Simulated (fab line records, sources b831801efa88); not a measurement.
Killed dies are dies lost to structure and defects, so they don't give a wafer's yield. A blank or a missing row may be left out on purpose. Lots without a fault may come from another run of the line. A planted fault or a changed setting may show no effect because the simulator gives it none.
A struck lot beside a sound one | flow gf180mcu | 13 steps out of a route of 602
Sound: wafers L656.2, L656.3, L656.4. Struck: wafers L666.2, L666.5, L666.6. The cause comes at the end.
At each step with rows: each side's tool, then ch and its chambers, then its first start. Under that, the readings that differ: sound wafers | struck wafers | difference of the means | sigmas: that difference in standard deviations of wafers without a fault.
alike: readings whose means differ by less than 2 such deviations, and words and numbers that are the same on both sides. not compared: withheld readings, readings that some wafer has no value for, bounds like >300 that may hide the same value, and numbers for which the record gives no deviation and whose values overlap.
The two part at a step that has a row with sigmas, a row that says differs or no value, or rows on one side only. Numbers that don't overlap but have no deviation are shown without sigmas and don't part them. A reading that every wafer of one side lacks parts them only if that side has two wafers or more.

GF_V4_CD_MEAS_14: target cd 260 nm.
  sound on cd_sem-01, day 24 08:11; struck on cd_sem-02, day 27 20:08
  alike: cd_nm
GF_V4_OVL_MEAS_15:
  sound on overlay-02, day 24 08:17; struck on overlay-02, day 27 20:15
  reading     | sound   | struck    | difference | sigmas
  V4_OVL (nm) | 9 11 10 | -4 -3 -10 | -16        | -3
GF_V4_ETCH_16: etches BARC in N2/H2.
  sound on rie_diel-03 ch 0,1,3, day 24 08:19; struck on rie_diel-02 ch 1,2, day 27 20:17
  alike: drypump_motor_current_A, oes_product_au, throttle_valve_pct
GF_V4_ETCH_17: etches SiO2 in C4F8/O2/Ar, stops on TiN, target depth 630 nm.
  sound on rie_diel-03 ch 0,1,3; struck on rie_diel-02 ch 1,2
  alike: oes_product_au
GF_V4_STRIP_18: strips in O2/N2.
  sound on plasma_asher-04 ch 0,1, day 24 08:26; struck on plasma_asher-01 ch 0,1, day 27 20:25
  alike: drypump_motor_current_A, heater_power_w, oes_product_au
  not compared: rf_hours_counter_h
then, 3 steps without rows for these wafers: GF_V4_STRIP_19 (strips in post etch residue remover, time 1200 s); GF_V4_CLEAN_20 (cleans in DIW); GF_V4_SPUTTER_21 (material Ti, target thk 15 nm, time 80.02 s).
GF_V4_SPUTTER_22: material TiN, target thk 10 nm, time 40 s.
  sound on pvd_sputter-01, day 24 09:02; struck on pvd_sputter-03, day 27 21:00
  alike: throttle_valve_pct
GF_V4_CVD_23: deposits W, target thk 350 nm, time 104.9 s.
  sound on cvd_w-01 ch 1, day 24 09:07; struck on cvd_w-02 ch 0,1, day 27 21:02
  alike: chamber_pressure_Torr, heater_power_w
GF_V4_RS_MEAS_24: measures by four-point-probe.
  sound on film_metro-01, day 24 09:19; struck on film_metro-04, day 27 21:10
  alike: V4_W_RS
GF_V4_THK_MEAS_25: measures by xrf.
  sound on film_metro-01, day 24 09:26; struck on film_metro-04, day 27 21:17
  alike: V4_W_THK
GF_V4_CMP_26: polishes, stops on SiO2, t overpolish 15 s, target thk 0 nm.
  sound on cmp-01 ch 0,1,2, day 24 09:32; struck on cmp-01 ch 0,2,3, day 27 21:28
  reading                | sound                | struck            | difference | sigmas
  overpolish_run_s (s)   | 15.013 14.997 14.994 | 0.040 0.035 0.042 | -14.962    | -99 or more
  time_to_endpoint_s (s) | 90 92 89             | 129 127 130       | +38        | +12
  alike: motor_current_A, retaining_ring_pressure_frac, slurry_flow_ml_min

WHERE THEY PART
First at GF_V4_OVL_MEAS_15; last, within this record, at GF_V4_CMP_26.

WHY: what the simulator had put in
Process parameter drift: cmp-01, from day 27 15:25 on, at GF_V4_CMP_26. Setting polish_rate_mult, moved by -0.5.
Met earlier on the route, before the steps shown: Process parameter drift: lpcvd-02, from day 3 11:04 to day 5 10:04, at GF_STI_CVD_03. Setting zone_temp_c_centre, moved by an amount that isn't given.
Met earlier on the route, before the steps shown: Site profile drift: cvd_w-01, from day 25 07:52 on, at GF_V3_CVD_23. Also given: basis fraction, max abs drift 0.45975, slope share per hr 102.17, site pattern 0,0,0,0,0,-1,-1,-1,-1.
